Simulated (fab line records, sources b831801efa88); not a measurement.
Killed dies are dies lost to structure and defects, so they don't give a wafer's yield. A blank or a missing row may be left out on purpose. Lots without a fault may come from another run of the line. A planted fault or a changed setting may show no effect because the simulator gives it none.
Problem report in the 8D (eight disciplines) form, filled by code | flow sky130 | the parts of the form that need people (team, actions taken, sign-off) are left out

1. THE PROBLEM
dose_ions_cm2 at SKY_POLY_GATE_IMPLANT_02 reads a mean of 5.052e+15 on 9 wafers of 3 lots; wafers without a fault read 7.698e+15 with a standard deviation of 8.1e+12. That is -99 or more standard deviations from the usual mean.
First seen on wafer L275.1, day 21 06:59, on implanter-04. The record holds 39 wafers of 13 lots with a number at this step. Rule for "out", or "out of limits": more than 4 standard deviations from the usual mean. The other wafers with a number count as sound.

2. WHAT IT IS AND WHAT IT IS NOT
question                    | is                       | is not
which readings at this step | dose_ions_cm2, beam_on_s | -
which lots                  | L275, L277, L280         | L261, L264, L265, L267, L268, L270, L271, L279, L282, L283
which wafers of those lots  | all that have a number   | -
read on which tools         | implanter-04             | implanter-02, implanter-03
when                        | from day 21 06:59        | up to then (21 sound wafers); but 9 sound wafers of L279, L282, L283 came after

3. SUSPECTS, AND WHAT RULES EACH OUT
Counting: a tool at a process step up to the reading stays a suspect if it ran every lot that is out and no sound lot after the first of them.
- implanter-04 at SKY_POLY_GATE_IMPLANT_02: kept. It ran every lot that is out, first L275 (day 21 06:59), and no sound lot after that; its last sound lot up to then is L270 (day 18 23:17). Its own readings are out on those wafers: beam_on_s, dose_ions_cm2.
Left after counting: implanter-04 at SKY_POLY_GATE_IMPLANT_02.

4. THE CAUSE (what the simulator had put in)
Process parameter drift: implanter-04, from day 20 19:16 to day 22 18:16, at SKY_POLY_GATE_IMPLANT_02. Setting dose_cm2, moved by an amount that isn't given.
Counting left only this tool.

5. THE CHAIN OF EFFECTS, in route order
Each row: a reading whose mean over the struck wafers that have a number lies more than 3 standard deviations from the usual. Only readings for which the record gives a usual standard deviation are gone through. hours: the time from each lot's start at the first step in this table that gives one to its start at this step, as a median over the lots. sigmas: the change in usual standard deviations.
hours | step                     | reading                  | usual      | on struck wafers | change     | sigmas
0     | SKY_POLY_GATE_IMPLANT_02 | beam_on_s                | 34.1 s     | 23.0             | -11.1      | -4.6
0     | SKY_POLY_GATE_IMPLANT_02 | dose_ions_cm2            | 7.698e+15  | 5.052e+15        | -2.646e+15 | -99 or more
0     | SKY_RES_PROTECT_STRIP_07 | oes_product_au           | 0.518 a.u. | 0.540            | +0.022     | +4.8
0     | SKY_RES_PROTECT_STRIP_07 | strip_time_to_endpoint_s | 23.27 s    | 21.56            | -1.71      | -41
The process steps in it:
- SKY_POLY_GATE_IMPLANT_02
- SKY_RES_PROTECT_STRIP_07: strips in O2/N2.

6. WHAT WOULD HAVE CAUGHT IT SOONER
In this record the first reading out of limits was taken at day 21 06:59, 12 hours after the fault began at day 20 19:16.
